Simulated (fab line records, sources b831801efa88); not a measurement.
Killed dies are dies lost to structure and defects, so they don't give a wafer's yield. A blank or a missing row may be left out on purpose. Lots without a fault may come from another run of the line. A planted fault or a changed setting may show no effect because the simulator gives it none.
Problem report in the 8D (eight disciplines) form, filled by code | flow gf180mcu | the parts of the form that need people (team, actions taken, sign-off) are left out

1. THE PROBLEM
chamber_pressure_Torr at GF_V5_CVD_23 reads a mean of 41.98 Torr on 2 wafers of 1 lot; wafers without a fault read 40.00 Torr with a standard deviation of 0.079. That is +25 standard deviations from the usual mean.
The step: deposits W, target thk 350 nm, time 104.9 s.
First seen on wafer L850.1, day 32 06:28, on cvd_w-01. The record holds 15 wafers of 5 lots with a number at this step. Rule for "out", or "out of limits": more than 4 standard deviations from the usual mean. The other wafers with a number count as sound.

2. WHAT IT IS AND WHAT IT IS NOT
question                    | is                    | is not
which readings at this step | chamber_pressure_Torr | heater_power_w, susceptor_temp_C
which lots                  | L850                  | L838, L841, L854, L855
which wafers of those lots  | L850.1, L850.3        | L850.2
read on which tools         | cvd_w-01              | cvd_w-02
when                        | from day 32 06:28     | up to then (7 sound wafers); but 6 sound wafers of L854, L855 came after

3. SUSPECTS, AND WHAT RULES EACH OUT
Counting: a tool at a process step up to the reading stays a suspect if it ran every lot that is out. Sound lots after the first of them don't rule it out here, since some wafers of a struck lot are sound.
- rie_diel-03 at GF_V5_ETCH_16 (etches BARC in N2/H2): kept. It ran the lot that is out, L850 (day 32 05:40).
- rie_diel-03 at GF_V5_ETCH_17 (etches SiO2 in C4F8/O2/Ar, stops on TiN, target depth 855 nm): kept. It ran the lot that is out, L850 (day 32 05:50). GF_V5_ETCH_17 gives no start for some lots, so the hours and the order of its lots are those of GF_V5_STRIP_18.
- plasma_asher-03 at GF_V5_STRIP_18 (strips in O2/N2): kept. It ran the lot that is out, L850 (day 32 05:50).
- pvd_sputter-04 at GF_V5_SPUTTER_21 (material Ti, target thk 15 nm, time 80.02 s): kept. It ran the lot that is out, L850 (day 32 06:22).
- pvd_sputter-04 at GF_V5_SPUTTER_22 (material TiN, target thk 10 nm, time 40 s): kept. It ran the lot that is out, L850 (day 32 06:26).
- cvd_w-01 at GF_V5_CVD_23 (deposits W, target thk 350 nm, time 104.9 s): kept. It ran the lot that is out, L850 (day 32 06:28); its last sound lot up to then is L841 (day 29 23:25). Its own readings are out on those wafers: chamber_pressure_Torr.
- Within rie_diel-03 at GF_V5_ETCH_16: the wafers that are out ran in chambers 0, 1; their sound lot-mates ran in chamber 2.
- Within rie_diel-03 at GF_V5_ETCH_17: the wafers that are out ran in chambers 0, 1; their sound lot-mates ran in chamber 2.
- Within cvd_w-01 at GF_V5_CVD_23: the wafers that are out ran in chamber 0; their sound lot-mates ran in chamber 1.
Left after counting: rie_diel-03 at GF_V5_ETCH_16, rie_diel-03 at GF_V5_ETCH_17, plasma_asher-03 at GF_V5_STRIP_18, pvd_sputter-04 at GF_V5_SPUTTER_21, pvd_sputter-04 at GF_V5_SPUTTER_22, cvd_w-01 at GF_V5_CVD_23.

4. THE CAUSE (what the simulator had put in)
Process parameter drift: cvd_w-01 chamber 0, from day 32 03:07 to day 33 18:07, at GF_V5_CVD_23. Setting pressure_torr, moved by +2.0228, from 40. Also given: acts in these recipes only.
Counting left 6 suspects, and this tool is among them.

5. THE CHAIN OF EFFECTS, in route order
Each row: a reading whose mean over the struck wafers that have a number lies more than 3 standard deviations from the usual. Only readings for which the record gives a usual standard deviation are gone through. hours: the time from each lot's start at the first step in this table that gives one to its start at this step, as a median over the lots. sigmas: the change in usual standard deviations.
hours | step             | reading               | usual        | on struck wafers | change | sigmas
0     | GF_V5_CVD_23     | chamber_pressure_Torr | 40.00 Torr   | 41.98            | +1.98  | +25
0     | GF_V5_RS_MEAS_24 | V5_W_RS               | 0.327 ohm/sq | 0.312            | -0.015 | -3.8
The process steps in it:
- GF_V5_CVD_23: deposits W, target thk 350 nm, time 104.9 s.

6. WHAT WOULD HAVE CAUGHT IT SOONER
In this record the first reading out of limits was taken at day 32 06:28, 3 hours after the fault began at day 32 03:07.
